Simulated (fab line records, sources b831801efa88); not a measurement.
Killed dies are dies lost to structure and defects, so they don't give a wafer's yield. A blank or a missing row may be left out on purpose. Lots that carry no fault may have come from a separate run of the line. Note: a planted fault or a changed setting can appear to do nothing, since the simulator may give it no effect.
Problem report, 8D (eight disciplines) form, completed by code    flow gf180mcu    the parts of the form that need people (team, actions taken, sign-off) are left out

1. PROBLEM STATEMENT
Wafers without a fault read 399.8 nm, standard deviation 2.2; cd-nm at GF_HV_LDD_CD_MEAS_19 reads a mean of 383.9 nm on 6 wafers belonging to 2 lots. Measured from the usual mean, that is -7.2 standard deviations.
The step: target cd 400 nm.
Earliest sighting: wafer L951.3 on cd-sem-01 at day 14 04:17. Wafers with a number at this step in the record: 39, from 13 lots. The rule behind "out" and "out of limits": a value lying over 4 standard deviations away from the usual mean. All remaining wafers that have a number are taken as sound.

2. WHAT THIS IS AND IS NOT
question                     is                      is not
which readings at this step  cd-nm                   -
which lots                   L951, L955              L940, L941, L942, L943, L944, L945, L949, L950, L953, L956, L957
which wafers of those lots   all that have a number  -
read on which gauges         cd-sem-01, cd-sem-02    -
when                         from day 14 04:17       up to then (24 sound wafers); but 9 sound wafers of L953, L956, L957 came after

3. WHAT RULES OUT EACH SUSPECT
Counting: a tool at any process step up to the reading remains a suspect when it ran all the lots that are out and ran no sound lot after the first of those.
- the gauge at GF_HV_LDD_CD_MEAS_19 has been ruled out. The wafers that are out were read on 2 gauges (cd-sem-01, cd-sem-02).
- iline-stepper-02 at GF_HV_LDD_EXPOSE_16 (exposes mask Pplus LV AREA, target cd 400 nm): kept. It processed each lot that is out, first L951 at day 13 17:44, and no sound lot thereafter; up to then, the last sound lot it processed was L949 at day 13 06:50. Out on those wafers are its own readings of exposure-dose-mJ-cm2.
The count leaves iline-stepper-02 at GF_HV_LDD_EXPOSE_16.

4. THE CAUSE (what the simulator had put in)
Drift in process parameters on iline-stepper-02 at GF_HV_LDD_EXPOSE_16, starting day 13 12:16. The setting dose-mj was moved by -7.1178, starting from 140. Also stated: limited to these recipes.
After counting, this tool was the only one left.

5. THE EFFECT CHAIN, in route order
Each row: a reading where the mean over the struck wafers with a number is more than 3 standard deviations away from the usual. Only readings whose record carries a usual standard deviation are examined. hours: median over the lots of the time between each lot's start at the first step of this table that gives one and its start at this step. sigmas: the change, counted in usual standard deviations.
hours  step                  reading               usual     on struck wafers  change  sigmas
0      GF_HV_LDD_EXPOSE_16   exposure-dose-mJ-cm2  139.98    132.90            -7.08   -44
10     GF_HV_LDD_CD_MEAS_19  cd-nm                 399.8 nm  383.9             -15.9   -7.2
Its process steps:
- GF_HV_LDD_EXPOSE_16: exposes mask Pplus LV AREA, target cd 400 nm.

6. HOW IT WOULD HAVE BEEN CAUGHT EARLIER
16 hours passed between the start of the fault at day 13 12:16 and the first reading out of limits at a measuring or inspecting step in this record, taken at day 14 04:17.
Tool's own readings at GF_HV_LDD_EXPOSE_16, exposure-dose-mJ-cm2: out on all struck wafers the step has rows for; an alarm limit on them would have tripped on the first.
Among the 2 lots that are out, L955 began GF_HV_LDD_EXPOSE_16 on iline-stepper-02 after day 14 04:17. Holding the tool at that time would have saved it.
